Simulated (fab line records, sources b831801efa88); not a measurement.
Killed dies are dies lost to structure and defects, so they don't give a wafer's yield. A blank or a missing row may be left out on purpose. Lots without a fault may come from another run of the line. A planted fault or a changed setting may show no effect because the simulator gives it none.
One fault seen from 2 desks | flow gf180mcu | each desk has only its own numbers; what lay behind them comes last

THE TOOL OWNER'S DESK: iline_stepper-02
The tool's own readings at GF_NSD_EXPOSE_04 (exposes mask Nplus, target cd 400 nm): means of the sampled wafers that have a number, for each lot that ran on this tool. A lot is out of limits, marked OUT, if its mean lies more than 4 standard deviations from the usual mean; the brackets give that distance.
Columns: A = exposure_dose_mJ_cm2 at GF_NSD_EXPOSE_04, usual 139.93; B = focus_offset_nm at GF_NSD_EXPOSE_04, usual -0.1 nm
lot  | first seen here | A      | B
L706 | day 14 18:59    | 139.98 | -0.7
L713 | day 17 02:34    | 139.92 | -0.2
L721 | day 19 20:09    | 139.99 | -0.5
L722 | day 20 02:59    | 139.82 | 0.2
L723 | day 20 12:58    | 139.89 | 0.2
L724 | day 20 17:12    | 139.85 | -0.7
This desk's finding: nothing out of limits on any of the 6 lots.

THE METROLOGY DESK
What the gauges read, lot by lot, whatever tool the lot ran on: means of the sampled wafers that have a number. A lot is out of limits, marked OUT, if its mean lies more than 4 standard deviations from the usual mean; the brackets give that distance.
Columns: A = cd_nm at GF_V1_CD_MEAS_14, usual 260.0 nm
lot  | first seen here | A
L702 | day 18 10:11    | 259.0
L705 | day 19 17:26    | 259.2
L706 | day 20 05:46    | 260.4
L708 | day 21 06:58    | 259.2
L709 | day 21 11:17    | 259.7
L710 | day 21 17:58    | 260.6
L711 | day 22 07:11    | 258.3
L713 | day 22 19:37    | 262.4
L718 | day 24 10:48    | 259.8
L719 | day 24 17:52    | 260.6
L721 | day 25 09:19    | 258.9
L722 | day 25 15:32    | 257.8
L723 | day 25 23:29    | 260.7
L724 | day 26 04:44    | 261.4
This desk's finding: nothing out of limits on any of the 14 lots.

PUT TOGETHER
The tool owner's desk saw nothing out of limits.
The metrology desk saw nothing out of limits.

WHAT THE SIMULATOR HAD PUT IN
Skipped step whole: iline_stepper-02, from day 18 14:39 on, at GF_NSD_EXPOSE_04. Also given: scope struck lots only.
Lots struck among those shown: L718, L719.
